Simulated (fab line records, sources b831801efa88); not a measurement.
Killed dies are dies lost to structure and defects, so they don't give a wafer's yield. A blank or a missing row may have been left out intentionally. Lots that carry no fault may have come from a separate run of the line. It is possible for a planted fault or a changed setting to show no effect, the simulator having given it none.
2 desks looking at one fault + flow sky130 + numbers are kept per desk, each desk with only its own; the story behind them comes last

## FROM THE METROLOGY DESK
Means of the sampled wafers that have a number, per lot and without regard to the tool the lot ran on: this is what the gauges read. Marked OUT: a lot whose mean sits more than 4 standard deviations from the usual mean, which makes it out of limits; the brackets give that distance.
Columns: A = LI_CONTACT_HDPCVD_THK at SKY_LI_CONTACT_THK_MEAS_01, usual 952 nm; B = LOCAL_INTERCONNECT_OVL at SKY_LOCAL_INTERCONNECT_OVL_MEAS_12, usual -3 nm
| lot  | first seen here | A   | B  |
|------|-----------------|-----|----|
| L721 | day 28 21:29    | 961 | 2  |
| L723 | day 29 00:02    | 961 | 5  |
| L724 | day 29 11:17    | 951 | 1  |
| L726 | day 30 11:14    | 940 | -1 |
| L727 | day 30 22:19    | 944 | -8 |
| L728 | day 31 03:04    | 944 | -3 |
| L729 | day 31 06:01    | 963 | 4  |
| L730 | day 31 16:14    | 957 | -7 |
| L731 | day 31 20:10    | 957 | -1 |
| L738 | day 33 20:10    | 940 | -5 |
| L739 | day 34 06:10    | 953 | -5 |
| L741 | day 35 12:56    | 952 | -4 |
| L743 | day 35 13:49    | 943 | -6 |
This desk's verdict: no lot among the 13 shows anything out of limits.

## DESK OF THE TOOL OWNER: pvdSputter-03
At SKY_LOCAL_INTERCONNECT_SPUTTER_00 (material TiN, target thk 100 nm, time 83.3 s) the tool's own readings: per lot run on this tool, the mean of the sampled wafers that have a number. Marked OUT: a lot whose mean sits more than 4 standard deviations from the usual mean, which makes it out of limits; the brackets give that distance.
Columns: A = cathodeDcPowerW at SKY_LOCAL_INTERCONNECT_SPUTTER_00, usual 6499.9 W; B = chamberPressurePa at SKY_LOCAL_INTERCONNECT_SPUTTER_00, usual 0.3999 Pa; C = susceptorTempC at SKY_LOCAL_INTERCONNECT_SPUTTER_00, usual 299.98 C; D = throttleValvePct at SKY_LOCAL_INTERCONNECT_SPUTTER_00, usual 30.3 %
| lot  | first seen here | A                        | B      | C      | D    |
|------|-----------------|--------------------------|--------|--------|------|
| L724 | day 30 16:28    | 6501.1                   | 0.4002 | 300.05 | 30.0 |
| L727 | day 32 03:49    | 6499.6                   | 0.3990 | 300.03 | 30.8 |
| L729 | day 32 12:05    | 6500.6                   | 0.3999 | 299.88 | 29.9 |
| L730 | day 32 21:36    | 6501.0                   | 0.3999 | 299.89 | 30.2 |
| L738 | day 35 00:56    | 6349.1 (-99 or more) OUT | 0.4001 | 299.90 | 30.0 |
| L739 | day 35 09:38    | 6349.8 (-99 or more) OUT | 0.4010 | 300.07 | 29.7 |
Finding of this desk: L738, L739 out of limits; the first was L738 at day 35 00:56, on cathodeDcPowerW at SKY_LOCAL_INTERCONNECT_SPUTTER_00. In limits: L724, L727, L729, L730.

## ALL TOGETHER
An alarm could have come from the tool owner's desk at day 35 00:56, on L738, L739.
The metrology desk saw nothing out of limits.
The metrology desk has L738, L739 on record, within its limits.
All the named lots went through SKY_LOCAL_INTERCONNECT_SPUTTER_00 on pvdSputter-03.

## WHAT THE SIMULATOR HAD INSERTED
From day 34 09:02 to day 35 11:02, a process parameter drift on pvdSputter-03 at SKY_LOCAL_INTERCONNECT_SPUTTER_00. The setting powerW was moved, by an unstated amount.
Struck lots among those shown: L738, L739.
How many hours passed from the start of the fault until each desk's first out-of-limits reading: the tool owner's desk, 16.
